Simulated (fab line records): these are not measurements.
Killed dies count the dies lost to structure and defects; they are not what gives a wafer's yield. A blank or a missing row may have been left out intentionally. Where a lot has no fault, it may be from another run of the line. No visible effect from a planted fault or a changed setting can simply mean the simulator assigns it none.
fab line records	flow sky130
[record] lots = 5	wafers = 15	lastDay = 50
route steps=708 shown VIA3@591 METAL4@598 CAP2M@603 PAD_OPEN@708
lots with no fault: from the same line, run without faults
startH: start of the lot's first displayed wafer, in hours after the record's first day	waitH: time in hours since the lot's previous step	" identical to the entry in the row above	L1.1+2: several wafers, shown together as one row	- either no value or no given start	* or withheld: withheld	< > ~ a bound
route shown NAME@n: names a module that has steps shown in the file, with the first one's number in the route	usual: mean and standard deviation over wafers with no fault	same: alike in all rows	chamber/n: place in a boat	sites: the reading at each site	_std_site: standard deviation of those values	_edge_site: outer sites' mean less inner sites'	radiusMm: for every site, how far away it sits from the centre of the wafer	mask NAME#n: copy n	behind: tool/chamber where the wafer was last shaped	hold: why the lot was held/for how many hours/how that ended	device: names the non-switching transistor (n, p or np)	end of line: the route-end tests of the same wafers	a step with no rows: only its recipe	killed: not the wafer's yield, but the dies lost to structure and defects at the first sort	map: shows each die of a wafer: x if killed, . if not, _ if none is there
set.NAME: the setting as run; set.NAME@STEP: as run at that earlier step	model.NAME: the simulator's own value behind a step, which no gauge read
a table for each step, a row for each wafer; lots at some steps of the route
services: a tool's chamber out of use, with start hour (startH, from the record's first day; less than 0 if before it), hours out, and reason
[[steps]]
[step SKY_VIA3_CLEAN_18]
[recipe] chemistry = IPA	timeS = 180	tempC = 25
[step SKY_VIA3_CLEAN_19]
[recipe] chemistry = O3/DIW	dry = n2Spin
[step SKY_VIA3_SPUTTER_20]
[recipe] material = TiN	targetThkNm = 20	chamberPressurePa = 5	powerW = 4000	timeS = 80
[usual] throttleValvePct = 30.2/0.86
lot.wafer	tool	chamber	startH	waitH	throttleValvePct
L586.3	pvdSputter-04	-	926.77	0.0	30.2
L586.4	"	-	"	"	30.0
L586.5	"	-	"	"	29.8
L592.1	pvdSputter-04	-	968.14	0.0	28.5
L592.3	"	-	"	"	30.3
L592.4	"	-	"	"	31.8
L602.1	pvdSputter-01	-	1038.91	0.0	30.0
L602.3	"	-	"	"	30.7
L602.4	"	-	"	"	30.3
L608.1	pvdSputter-04	-	1074.60	0.0	30.0
L608.2	"	-	"	"	30.1
L608.3	"	-	"	"	31.6
L609.1	pvdSputter-03	-	1078.55	0.0	30.6
L609.2	"	-	"	"	30.7
L609.6	"	-	"	"	29.7
[step SKY_VIA3_CVD_21]
[recipe] material = W	targetThkNm = 390	timeS = 117.31	tempC = 400	pressureTorr = 40
[usual] heaterPowerW = 861/24	susceptorTempC = 400.03/0.21
lot.wafer	tool	chamber	startH	waitH	heaterPowerW	susceptorTempC
L586.3	cvdW-01	1	926.88	0.1	860	399.97
L586.4	"	0	"	"	877	399.70
L586.5	"	1	"	"	856	399.90
L592.1	cvdW-01	0	968.20	0.0	862	399.76
L592.3	"	0	"	"	860	399.96
L592.4	"	1	"	"	869	400.11
L602.1	cvdW-01	1	1038.97	0.0	874	400.28
L602.3	"	1	"	"	879	400.10
L602.4	"	0	"	"	883	399.82
L608.1	cvdW-01	0	1074.66	0.0	862	399.87
L608.2	"	1	"	"	874	399.72
L608.3	"	1	"	"	886	399.72
L609.1	cvdW-02	1	1078.61	0.0	801	400.09
L609.2	"	0	"	"	843	400.07
L609.6	"	0	"	"	874	399.71
[step SKY_VIA3_RS_MEAS_22]
[recipe] thkMeasGauge = four-point-probe	reads = W_of_VIA3_CVD_21+TiN_of_VIA3_SPUTTER_20
[usual] VIA3_W_RS = 0.2948/0.0029
lot.wafer	tool	chamber	startH	waitH	VIA3_W_RS[ohm/sq]
L586.3	filmMetro-01	-	927.00	0.1	0.2944
L586.4	"	-	"	"	0.2948
L586.5	"	-	"	"	0.2962
L592.1	filmMetro-03	-	968.33	0.1	0.2941
L592.3	"	-	"	"	0.2943
L592.4	"	-	"	"	0.2958
L602.1	filmMetro-03	-	1039.09	0.1	0.2932
L602.3	"	-	"	"	0.2940
L602.4	"	-	"	"	0.2882
L608.1	filmMetro-01	-	1074.79	0.1	0.2927
L608.2	"	-	"	"	0.2971
L608.3	"	-	"	"	0.3001
L609.1	filmMetro-02	-	1078.73	0.1	0.2944
L609.2	"	-	"	"	0.2899
L609.6	"	-	"	"	0.2900
[step SKY_VIA3_THK_MEAS_23]
[recipe] thkMeasGauge = xrf	reads = W_of_VIA3_CVD_21
[usual] VIA3_W_THK = 399/5.6
lot.wafer	tool	chamber	startH	waitH	VIA3_W_THK[nm]
L586.3	filmMetro-01	-	927.10	0.1	404
L586.4	"	-	"	"	398
L586.5	"	-	"	"	398
L592.1	filmMetro-03	-	968.45	0.1	391
L592.3	"	-	"	"	392
L592.4	"	-	"	"	387
L602.1	filmMetro-03	-	1039.21	0.1	394
L602.3	"	-	"	"	391
L602.4	"	-	"	"	405
L608.1	filmMetro-01	-	1074.91	0.1	404
L608.2	"	-	"	"	400
L608.3	"	-	"	"	396
L609.1	filmMetro-02	-	1078.85	0.1	402
L609.2	"	-	"	"	410
L609.6	"	-	"	"	408
[step SKY_VIA3_CMP_24]
[recipe] stopOn = SiO2	tOverpolishS = 20	downForcePsi = 3.5	platenRpm = 60	targetThkNm = 0	padVelocityMS = 0.94248
[step SKY_METAL4_SPUTTER_00]
[recipe] material = Ti	targetThkNm = 15	powerW = 3000	timeS = 10	chamberPressurePa = 0.4
[usual] throttleValvePct = 30.5/1.1
lot.wafer	tool	chamber	startH	waitH	throttleValvePct
L586.3	pvdSputter-02	-	927.44	0.2	31.1
L586.4	"	-	"	"	33.1
L586.5	"	-	"	"	31.1
L592.1	pvdSputter-02	-	968.81	0.2	29.7
L592.3	"	-	"	"	29.8
L592.4	"	-	"	"	30.9
L602.1	pvdSputter-03	-	1039.57	0.1	30.2
L602.3	"	-	"	"	30.5
L602.4	"	-	"	"	30.7
L608.1	pvdSputter-02	-	1075.27	0.2	29.3
L608.2	"	-	"	"	29.9
L608.3	"	-	"	"	32.9
L609.1	pvdSputter-04	-	1079.47	0.1	30.1
L609.2	"	-	"	"	28.4
L609.6	"	-	"	"	29.9
[step SKY_METAL4_SPUTTER_01]
[recipe] material = TiN	targetThkNm = 20	powerW = 6500	timeS = 16.7	chamberPressurePa = 0.4
[step SKY_METAL4_SPUTTER_02]
[recipe] material = AlCu	targetThkNm = 735	powerW = 10600	timeS = 39.1	chamberPressurePa = 0.4
[step SKY_METAL4_SPUTTER_03]
[recipe] material = Ti	targetThkNm = 5	powerW = 3000	timeS = 3.3	chamberPressurePa = 0.4
[step SKY_METAL4_SPUTTER_04]
[recipe] material = TiN	targetThkNm = 70	powerW = 6500	timeS = 58.3	chamberPressurePa = 0.4
[step SKY_CAP2M_CVD_00]
[recipe] material = SiO2	targetThkNm = 15.5	tempC = 400	timeS = withheld	rfW = 450
[usual] heaterPowerW = 725/86	susceptorTempC = 400.00/0.22
lot.wafer	tool	chamber	startH	waitH	heaterPowerW	susceptorTempC	model.SiO2_of_CAP2M_CVD_00.thkNm
L586.3	pecvd-01	1	927.59	0.0	783	399.76	15.51
L586.4	"	2	"	"	613	400.13	15.71
L586.5	"	1	"	"	774	399.77	15.66
L592.1	pecvd-02	1	968.96	0.0	807	400.18	14.89
L592.3	"	1	"	"	827	399.93	15.03
L592.4	"	2	"	"	761	399.80	15.65
L602.1	pecvd-01	1	1039.72	0.0	713	400.32	15.37
L602.3	"	0	"	"	718	400.35	25.15
L602.4	"	2	"	"	638	400.46	15.36
L608.1	pecvd-02	0	1075.42	0.0	770	400.13	15.6
L608.2	"	1	"	"	711	399.73	15.16
L608.3	"	2	"	"	757	399.89	15.38
L609.1	pecvd-04	2	1079.63	0.0	686	400.05	15.27
L609.2	"	1	"	"	568	399.94	15.72
L609.6	"	0	"	"	824	399.96	15.92
[step SKY_CAP2M_THK_MEAS_01]
[recipe] reads = SiO2_of_CAP2M_CVD_00
[usual] CAP2M_CVD_00_THK = 15.48/0.26
lot.wafer	tool	chamber	startH	waitH	CAP2M_CVD_00_THK[nm]
L586.3	filmMetro-03	-	927.63	-	15.50
L586.4	"	-	"	"	15.70
L586.5	"	-	"	"	15.65
L592.1	filmMetro-02	-	968.99	-	14.91
L592.3	"	-	"	"	14.99
L592.4	"	-	"	"	15.68
L602.1	filmMetro-04	-	1039.75	-	15.40
L602.3	"	-	"	"	25.13
L602.4	"	-	"	"	15.36
L608.1	filmMetro-02	-	1075.44	-	15.58
L608.2	"	-	"	"	15.21
L608.3	"	-	"	"	15.39
L609.1	filmMetro-03	-	1079.65	-	15.31
L609.2	"	-	"	"	15.75
L609.6	"	-	"	"	15.88
[step SKY_CAP2M_SPUTTER_02]
[recipe] material = TiN	targetThkNm = 200	tempC = 300	powerW = 6500	timeS = 166.7	chamberPressurePa = 0.4
[step SKY_CAP2M_RS_MEAS_03]
[recipe] thkMeasGauge = four-point-probe	reads = TiN_of_CAP2M_SPUTTER_02
[usual] CAP2M_TIN_RS = 6.91/0.065
lot.wafer	tool	chamber	startH	waitH	CAP2M_TIN_RS[ohm/sq]
L586.3	filmMetro-04	-	927.82	0.1	6.78
L586.4	"	-	"	"	6.77
L586.5	"	-	"	"	6.81
L592.1	filmMetro-03	-	969.16	0.1	6.84
L592.3	"	-	"	"	6.91
L592.4	"	-	"	"	6.91
L602.1	filmMetro-02	-	1039.91	0.1	6.88
L602.3	"	-	"	"	6.86
L602.4	"	-	"	"	6.77
L608.1	filmMetro-02	-	1075.61	0.1	6.87
L608.2	"	-	"	"	6.86
L608.3	"	-	"	"	6.87
L609.1	filmMetro-03	-	1079.82	0.1	6.93
L609.2	"	-	"	"	6.98
L609.6	"	-	"	"	6.91
[step SKY_CAP2M_THK_MEAS_04]
[recipe] thkMeasGauge = xrf	reads = TiN_of_CAP2M_SPUTTER_02
[usual] CAP2M_TIN_THK = 200.0/2.2
lot.wafer	tool	chamber	startH	waitH	CAP2M_TIN_THK[nm]
L586.3	filmMetro-04	-	927.92	0.1	201.9
L586.4	"	-	"	"	202.7
L586.5	"	-	"	"	202.1
L592.1	filmMetro-03	-	969.28	0.1	201.9
L592.3	"	-	"	"	201.9
L592.4	"	-	"	"	201.1
L602.1	filmMetro-02	-	1040.03	0.1	202.7
L602.3	"	-	"	"	201.9
L602.4	"	-	"	"	205.9
L608.1	filmMetro-02	-	1075.73	0.1	203.2
L608.2	"	-	"	"	204.6
L608.3	"	-	"	"	203.2
L609.1	filmMetro-03	-	1079.94	0.1	199.7
L609.2	"	-	"	"	197.8
L609.6	"	-	"	"	199.9
[step SKY_CAP2M_DEHYDRATE_05]
[recipe] tempC = 200	timeS = 60
[step SKY_CAP2M_HMDS_06]
[recipe] primeTimeS = 60	primeTempC = 120
[step SKY_CAP2M_COAT_07]
[recipe] resist = NOVOLAK	spinRpm = 3000	resistThkNm = 1140
[step SKY_CAP2M_SOFTBAKE_08]
[recipe] tempC = 90	timeS = 60	resist = NOVOLAK
[step SKY_CAP2M_EXPOSE_09]
[recipe] maskId = CAP2M	na = 0.6	sourceShape = conventional	sigmaOuter = 0.6	polarization = unpolarized	targetCdNm = 1000	doseMj = 159
[step SKY_CAP2M_PEB_10]
[recipe] tempC = withheld	timeS = *	resist = NOVOLAK
[step SKY_CAP2M_DEVELOP_11]
[recipe] resist = NOVOLAK	developer = TMAH	developTimeS = 60	devTempC = 23
[step SKY_CAP2M_OVL_MEAS_12]
[usual] CAP2M_OVL = 0.3/1.4
lot.wafer	tool	chamber	startH	waitH	CAP2M_OVL[nm]
L586.3	overlay-01	-	951.85	0.1	-0.1
L586.4	"	-	"	"	2.9
L586.5	"	-	"	"	0.6
L592.1	overlay-01	-	992.99	0.1	-0.2
L592.3	"	-	"	"	1.5
L592.4	"	-	"	"	2.2
L602.1	overlay-02	-	1061.76	0.1	0.0
L602.3	"	-	"	"	0.8
L602.4	"	-	"	"	0.5
L608.1	overlay-02	-	1095.86	0.1	1.8
L608.2	"	-	"	"	2.5
L608.3	"	-	"	"	0.3
L609.1	overlay-02	-	1100.11	0.1	-0.7
L609.2	"	-	"	"	0.5
L609.6	"	-	"	"	2.2
[step SKY_CAP2M_METAL_ETCH_13]
[recipe] targetDepthNm = 220	stopOn = SiO2	chemistry = Cl2/BCl3	target = TiN	pressureMtorr = 10	icpW = 900	biasW = 48.5	Cl2_flow_sccm = 60	bcl3FlowSccm = 30	timeS = 62.9
[usual] chamberPressureMTorr = 10.000/0.0096	drypumpMotorCurrentA = 5.5/0.39	oesProductAu = 0.942/0.0072	throttleValvePct = 21.902/0.0095
lot.wafer	tool	chamber	startH	waitH	chamberPressureMTorr	drypumpMotorCurrentA	oesProductAu	rfHoursCounterH	throttleValvePct
L586.3	rieMetal-01	1	951.90	0.0	10.000	5.6	0.956	-	21.894
L586.4	"	0	"	"	10.000	5.1	0.954	-	21.902
L586.5	"	1	"	"	9.993	5.6	0.944	-	21.889
L592.1	rieMetal-01	0	993.03	0.0	10.001	5.1	0.952	20	21.899
L592.3	"	0	"	"	10.005	5.1	0.946	-	21.906
L592.4	"	1	"	"	10.001	5.6	0.937	-	21.900
L602.1	rieMetal-01	1	1061.80	0.0	9.996	5.6	0.941	12	21.896
L602.3	"	1	"	"	9.999	5.6	0.943	-	21.902
L602.4	"	1	"	"	10.005	5.6	0.954	-	21.878
L608.1	rieMetal-04	0	1095.90	0.0	9.995	6.3	0.948	5	21.905
L608.2	"	1	"	"	10.002	5.1	0.948	24	21.891
L608.3	"	0	"	"	10.011	6.3	0.945	-	21.892
L609.1	rieMetal-01	0	1100.15	0.0	9.998	5.1	0.946	0	21.900
L609.2	"	1	"	"	10.010	5.6	0.935	15	21.896
L609.6	"	1	"	"	9.997	5.6	0.935	-	21.905
[step SKY_CAP2M_STRIP_14]
[recipe] chemistry = O2/N2	powerW = 1400	pressureMtorr = 1500	platenTempC = withheld	o2FlowSccm = 3000	n2FlowSccm = 300	overashFraction = 0.5
[usual] chamberPressureMTorr = 1500.0/1.2	drypumpMotorCurrentA = 5.7/0.34	oesProductAu = 0.710/0.0048	stripTimeToEndpointS = 12.66/0.052
lot.wafer	tool	chamber	startH	waitH	chamberPressureMTorr	drypumpMotorCurrentA	oesProductAu	rfHoursCounterH	stripTimeToEndpointS
L586.3	plasmaAsher-02	1	951.99	0.1	1500.8	6.2	0.706	-	12.63
L586.4	"	0	"	"	1498.7	5.5	0.708	-	12.69
L586.5	"	0	"	"	1499.0	5.5	0.709	-	12.70
L592.1	plasmaAsher-02	0	993.11	0.1	1498.3	5.5	0.710	88	12.62
L592.3	"	1	"	"	1499.7	6.1	0.709	-	12.65
L592.4	"	0	"	"	1498.2	5.5	0.715	-	12.55
L602.1	plasmaAsher-02	0	1061.95	0.1	1498.8	5.5	0.714	95	12.61
L602.3	"	1	"	"	1500.0	6.1	0.705	-	12.59
L602.4	"	0	"	"	1502.7	5.5	0.702	-	12.62
L608.1	plasmaAsher-01	0	1095.98	0.1	1498.0	5.7	0.709	3	12.64
L608.2	"	1	"	"	1500.2	5.1	0.707	3	12.67
L608.3	"	1	"	"	1500.4	5.1	0.715	-	12.61
L609.1	plasmaAsher-02	1	1100.23	0.1	1499.4	6.2	0.716	99	12.66
L609.2	"	0	"	"	1502.7	5.5	0.706	99	12.67
L609.6	"	0	"	"	1499.5	5.5	0.714	-	12.69
[step SKY_CAP2M_STRIP_15]
[recipe] chemistry = postEtchResidueRemover	timeS = 1200	tempC = 72.5
[step SKY_CAP2M_CLEAN_16]
[recipe] chemistry = IPA	timeS = 180	tempC = 25
[step SKY_CAP2M_CLEAN_17]
[recipe] chemistry = O3/DIW	dry = n2Spin
[step SKY_METAL4_DEHYDRATE_05]
[recipe] tempC = 200	timeS = 60
[step SKY_METAL4_HMDS_06]
[recipe] primeTimeS = 60	primeTempC = 120
[step SKY_METAL4_COAT_07]
[recipe] resist = BARC	tempC = withheld	timeS = withheld	spinRpm = 3000	resistThkNm = 60
[step SKY_METAL4_COAT_08]
[recipe] resist = KrF-thick	spinRpm = 3000	resistThkNm = 1140
[step SKY_METAL4_SOFTBAKE_09]
[recipe] tempC = 100	timeS = 90	resist = KrF-thick
[step SKY_METAL4_EXPOSE_10]
[recipe] maskId = MM4	na = 0.68	sourceShape = annular	sigmaInner = 0.4	sigmaOuter = 0.8	targetCdNm = 300	doseMj = 28
[step SKY_METAL4_PEB_11]
[recipe] pebTempC = withheld	pebTimeS = withheld	resist = KrF-thick
[step SKY_METAL4_DEVELOP_12]
[recipe] developTimeS = 60	resist = KrF-thick	devTempC = 21
[step SKY_METAL4_CD_MEAS_13]
[recipe] targetCdNm = 300
[usual] cdNm = 299.9/1.4
lot.wafer	tool	chamber	startH	waitH	cdNm
L586.3	cdSem-02	-	975.91	-	299.5
L586.4	"	-	"	"	300.4
L586.5	"	-	"	"	300.2
L592.1	cdSem-01	-	1016.82	-	299.7
L592.3	"	-	"	"	300.2
L592.4	"	-	"	"	298.9
L602.1	cdSem-02	-	1083.69	-	299.4
L602.3	"	-	"	"	299.6
L602.4	"	-	"	"	297.5
L608.1	cdSem-01	-	1116.49	-	300.8
L608.2	"	-	"	"	299.6
L608.3	"	-	"	"	299.1
L609.1	cdSem-02	-	1120.44	-	300.8
L609.2	"	-	"	"	301.2
L609.6	"	-	"	"	301.0
[step SKY_METAL4_OVL_MEAS_14]
[usual] METAL4_OVL = 3/5.8
lot.wafer	tool	chamber	startH	waitH	METAL4_OVL[nm]
L586.3	overlay-02	-	976.01	0.1	11
L586.4	"	-	"	"	-3
L586.5	"	-	"	"	6
L592.1	overlay-01	-	1016.94	0.1	6
L592.3	"	-	"	"	17
L592.4	"	-	"	"	18
L602.1	overlay-01	-	1083.81	0.1	-1
L602.3	"	-	"	"	-1
L602.4	"	-	"	"	6
L608.1	overlay-01	-	1116.61	0.1	3
L608.2	"	-	"	"	-4
L608.3	"	-	"	"	1
L609.1	overlay-02	-	1120.56	0.1	3
L609.2	"	-	"	"	12
L609.6	"	-	"	"	5
[step SKY_METAL4_DESCUM_15]
[recipe] chemistry = O2	sourcePowerW = 150	biasPowerW = 0	pressureMtorr = 10	tempC = 40	timeS = 8
[step SKY_METAL4_ETCH_16]
[recipe] chemistry = N2/H2	target = BARC	ionEnergyEv = 200	biasW = 100	pressureMtorr = 30	n2FlowSccm = 100	h2FlowSccm = 200	icpW = 500	stopOn = SiO2	timeS = 88.2	targetDepthA = 600
[step SKY_METAL4_ETCH_17]
[recipe] target = SiO2	stopOn = TiN	chemistry = C4F8/O2/Ar	sourceW = 1500	biasW = 1200	pressureMtorr = 40	c4f8FlowSccm = withheld	O2_flow_sccm = 6	Ar_flow_sccm = 300	timeS = 3.9	targetDepthA = 150
[usual] chamberPressureMTorr = 40.00/0.032	oesProductAu = 0.754/0.0077
lot.wafer	tool	chamber	startH	waitH	chamberPressureMTorr	oesProductAu	rfHoursCounterH	model.etch.depthNm
L586.3	rieDiel-02	3	976.16	0.0	39.93	0.756	11	15.51
L586.4	"	0	"	"	40.00	0.761	8	15.71
L586.5	"	2	"	"	40.00	0.757	-	15.66
L592.1	rieDiel-02	2	1017.11	0.1	40.04	0.741	21	14.89
L592.3	"	3	"	"	40.01	0.747	12	15.03
L592.4	"	0	"	"	40.06	0.764	9	15.65
L602.1	rieDiel-02	1	1083.98	0.1	39.97	0.747	12	15.37
L602.3	"	0	"	"	39.95	0.990	11	25.15
L602.4	"	3	"	"	39.98	0.743	15	15.36
L608.1	rieDiel-04	1	1116.78	0.1	39.97	0.755	20	15.6
L608.2	"	2	"	"	40.01	0.746	20	15.16
L608.3	"	3	"	"	40.01	0.746	27	15.38
L609.1	rieDiel-03	2	1120.73	0.1	39.91	0.751	19	15.27
L609.2	"	0	"	"	39.99	0.751	11	15.72
L609.6	"	0	"	"	39.97	0.769	-	15.92
[step SKY_PAD_OPEN_PROBE_99]
[usual] defectLimitedYield = 82.3/2	killed_at_M0_to_M3 = 43/6.7	killed_at_M4_up = 3.0/1.9	killedAtContacts = 25/5.4	killedAtFrontEnd = 16/4.5	killedAtOther = 0.4/0.62	killedDies = 87/9.6	killedOpen = 47/7	killedShort = 39/6.1
[same] grossDies = 492	killedAtBackSide = 0
lot.wafer	tool	chamber	startH	waitH	defectLimitedYield[%]	killed_at_M0_to_M3	killed_at_M4_up	killedAtContacts	killedAtFrontEnd	killedAtOther	killedDies	killedOpen	killedShort	model.etest.tester.sortNPass	model.etest.tester.sortYieldPct	model.etest.tester.sort_bin_5_pct	model.etest.tester.sort_bin_3_pct	model.etest.capMim2.bvV	model.etest.met4Comb.leakLog10AUm	model.etest.capMim2.leakLog10ACm2	model.etest.capMim2.cFfUm2
L586.3	prober-01	-	1072.49	0.2	79.1	51	4	30	18	0	103	60	42	389	79.06	12.4	1.016	14.02	-11.99	-9.02	2.351
L586.4	prober-01	-	1072.54	0.2	83.3	34	1	33	14	0	82	55	26	410	83.33	10.16	0.6098	14.26	-12.12	-8.902	2.313
L586.5	prober-01	-	1072.59	0.2	78.7	54	2	32	17	0	105	59	46	387	78.66	13.62	1.22	13.91	-11.9	-8.994	2.316
L592.1	prober-01	-	1107.36	0.1	81.5	45	3	33	10	0	91	50	41	401	81.5	10.98	0.6098	13.1	-11.95	-8.722	2.429
L592.3	prober-01	-	1107.46	0.2	80.7	42	3	29	21	0	95	53	42	397	80.69	9.756	1.22	13.48	-12.11	-8.811	2.428
L592.4	prober-01	-	1107.51	0.2	78.3	60	5	32	10	0	107	62	45	385	78.25	14.43	0.4065	13.89	-12.04	-9.033	2.331
L602.1	prober-01	-	1166.01	0.1	81.5	44	1	21	24	1	91	39	51	401	81.5	10.77	1.829	12.88	-11.97	-8.845	2.363
L602.3	prober-01	-	1166.11	0.2	80.7	48	5	31	10	1	95	50	45	0	0	63.6	30.1	22.89	-7.368	-10.72	1.445
L602.4	prober-01	-	1166.16	0.2	82.5	42	8	22	13	1	86	48	38	406	82.52	10.98	0.6098	13.66	-12.2	-9.013	2.353
L608.1	prober-01	-	1194.04	0.1	81.3	42	4	32	14	0	92	44	47	400	81.3	10.98	1.423	14.23	-12.14	-8.927	2.308
L608.2	prober-01	-	1194.09	0.1	86.8	31	2	17	14	1	65	30	35	427	86.79	6.911	1.423	13.89	-12.04	-8.879	2.387
L608.3	prober-01	-	1194.14	0.2	84.3	36	9	16	16	0	77	38	39	415	84.35	9.756	0.6098	13.92	-12.06	-8.895	2.371
L609.1	prober-02	-	1196.39	0.1	82.5	34	1	34	17	0	86	51	35	406	82.52	10.37	1.016	13.68	-12.03	-8.756	2.379
L609.2	prober-02	-	1196.44	0.1	82.1	42	6	23	17	0	88	50	38	404	82.11	9.146	0.6098	13.47	-11.99	-9.021	2.301
L609.6	prober-02	-	1196.64	0.2	83.7	40	4	22	14	0	80	38	42	412	83.74	10.37	0.2033	14.59	-12.01	-9.05	2.273
// killed by level:class
L586.3 CONTACT:geometricParticle:open=12 VIA1:geometricParticle:open=11 VIA3:geometricParticle:open=9 METAL1:geometricParticle:short=8 LI_CONTACT:geometricParticle:open=7 VIA1:geometricParticle:short=6 FIELD_ISO:geometricParticle:open=6 CONTACT:geometricParticle:short=5
L586.4 CONTACT:geometricParticle:open=15 VIA1:geometricParticle:open=11 LI_CONTACT:geometricParticle:open=9 LOCAL_INTERCONNECT:geometricParticle:short=5 VIA2:geometricParticle:open=5 FIELD_ISO:geometricParticle:open=4 METAL2:geometricParticle:short=4 VIA3:geometricParticle:open=4
L586.5 CONTACT:geometricParticle:open=14 VIA2:geometricParticle:open=13 VIA1:geometricParticle:open=11 METAL2:geometricParticle:short=8 LI_CONTACT:geometricParticle:open=7 METAL3:geometricParticle:short=6 LOCAL_INTERCONNECT:geometricParticle:short=5 FIELD_ISO:geometricParticle:open=4
L592.1 VIA1:geometricParticle:open=15 LI_CONTACT:geometricParticle:open=10 CONTACT:geometricParticle:short=6 CONTACT:geometricParticle:open=6 LI_CONTACT:geometricParticle:short=5 METAL2:geometricParticle:short=5 VIA3:geometricParticle:short=5 VIA3:geometricParticle:open=5
L592.3 CONTACT:geometricParticle:open=12 LOCAL_INTERCONNECT:geometricParticle:short=7 VIA2:geometricParticle:open=7 VIA3:geometricParticle:open=7 FIELD_ISO:geometricParticle:short=6 VIA1:geometricParticle:open=6 METAL2:geometricParticle:short=6 VIA2:geometricParticle:short=6
L592.4 VIA1:geometricParticle:open=19 CONTACT:geometricParticle:open=13 VIA2:geometricParticle:open=8 LI_CONTACT:geometricParticle:open=7 CONTACT:geometricParticle:short=7 METAL1:geometricParticle:short=7 METAL2:geometricParticle:short=5 VIA1:geometricParticle:short=5
L602.1 POLY_GATE:geometricParticle:short=8 VIA1:geometricParticle:open=8 CONTACT:geometricParticle:open=6 METAL1:geometricParticle:short=6 VIA3:geometricParticle:open=6 FIELD_ISO:geometricParticle:short=5 LI_CONTACT:geometricParticle:open=5 VIA2:geometricParticle:short=5
L602.3 VIA1:geometricParticle:open=18 CONTACT:geometricParticle:open=10 CONTACT:geometricParticle:short=7 VIA1:geometricParticle:short=7 LI_CONTACT:geometricParticle:open=6 LI_CONTACT:geometricParticle:short=4 METAL2:geometricParticle:short=4 VIA2:geometricParticle:open=4
L602.4 VIA1:geometricParticle:open=16 CONTACT:geometricParticle:open=7 VIA2:geometricParticle:open=7 METAL4:geometricParticle:short=7 METAL2:geometricParticle:short=6 FIELD_ISO:geometricParticle:open=4 POLY_GATE:geometricParticle:short=4 LI_CONTACT:geometricParticle:short=4
L608.1 CONTACT:geometricParticle:open=10 LI_CONTACT:geometricParticle:open=9 VIA1:geometricParticle:open=6 METAL2:geometricParticle:short=6 VIA2:geometricParticle:open=6 VIA1:geometricParticle:short=5 FIELD_ISO:geometricParticle:short=4 POLY_GATE:geometricParticle:short=4
L608.2 FIELD_ISO:geometricParticle:short=8 METAL2:geometricParticle:short=8 LI_CONTACT:geometricParticle:open=6 CONTACT:geometricParticle:open=6 VIA1:geometricParticle:open=5 VIA2:geometricParticle:short=3 CONTACT:geometricParticle:short=3 METAL1:geometricParticle:short=3
L608.3 VIA1:geometricParticle:open=7 METAL4:geometricParticle:short=7 FIELD_ISO:geometricParticle:open=6 METAL1:geometricParticle:short=6 LI_CONTACT:geometricParticle:open=5 VIA2:geometricParticle:open=5 POLY_GATE:geometricParticle:short=4 CONTACT:geometricParticle:open=4
L609.1 LI_CONTACT:geometricParticle:open=12 CONTACT:geometricParticle:open=12 VIA1:geometricParticle:open=9 POLY_GATE:geometricParticle:open=5 METAL2:geometricParticle:short=5 VIA2:geometricParticle:short=5 FIELD_ISO:geometricParticle:short=4 CONTACT:geometricParticle:short=4
L609.2 VIA1:geometricParticle:open=12 LI_CONTACT:geometricParticle:open=11 VIA2:geometricParticle:open=8 CONTACT:geometricParticle:short=5 CONTACT:geometricParticle:open=4 METAL1:geometricParticle:short=4 VIA1:geometricParticle:short=4 METAL4:geometricParticle:short=4
L609.6 CONTACT:geometricParticle:open=8 LOCAL_INTERCONNECT:geometricParticle:short=7 VIA1:geometricParticle:open=7 VIA3:geometricParticle:open=7 VIA1:geometricParticle:short=5 METAL1:geometricParticle:short=4 METAL2:geometricParticle:short=4 VIA3:geometricParticle:short=4
[[services]]
tool	chamber	startH	hours	kind
cvdW-02	-	904.00	14.0	pm
pecvd-01	0	911.06	2.1	repair
pecvd-02	-	911.30	7.1	repair
cvdW-01	0	921.17	4.2	repair
rieMetal-01	1	939.61	9.6	repair
pvdSputter-02	-	945.60	2.5	repair
rieMetal-01	-	953.63	0.3	repair
pvdSputter-02	-	956.78	1.8	repair
pvdSputter-02	-	971.94	0.6	repair
pecvd-01	0	979.36	3.0	repair
cvdW-01	-	1011.96	0.8	repair
pvdSputter-03	-	1014.56	1.2	repair
pvdSputter-02	-	1018.62	7.8	repair
pecvd-01	-	1042.17	2.8	pm
rieMetal-01	-	1045.64	4.3	pm
pecvd-02	-	1069.00	2.8	pm
pecvd-01	0	1074.48	6.1	repair
rieDiel-02	3	1077.73	5.2	repair
pecvd-01	-	1077.76	0.6	repair
pecvd-02	-	1083.14	1.5	repair
rieDiel-02	-	1096.25	0.8	repair
pvdSputter-04	-	1102.62	40.7	repair
rieDiel-02	3	1109.42	1.6	repair
cvdW-01	-	1118.31	4.3	pm
[[key]]
[firstSign] step = SKY_CAP2M_THK_MEAS_01	reading = CAP2M_CVD_00_THK	direction = up	sigmas = 37	usual = 15.48	struck = 25.13
[effect] step = SKY_METAL4_ETCH_17	reading = oesProductAu	direction = up	sigmas = 31	usual = 0.754	struck = 0.990
[modelEffect] step = SKY_CAP2M_CVD_00	value = SiO2_of_CAP2M_CVD_00.thkNm	without = 15.5	struck = 25.15
[modelEffect] step = SKY_METAL4_ETCH_17	value = etch.depthNm	without = 15.5	struck = 25.15
[modelEffect] step = SKY_PAD_OPEN_PROBE_99	value = etest.tester.sortNPass	without = 397	struck = 0
metAt SKY_CAP2M_CVD_00
struckWafers L602.3
[fault] kind = processParameterDrift	tool = pecvd-01	chamber = 0	onsetH = 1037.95	steps = SKY_CAP2M_CVD_00	channel = targetThkNm	offset = 9.724	shape = step	endH = 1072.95	actsIn = theseRecipesOnly	stated = 15.5
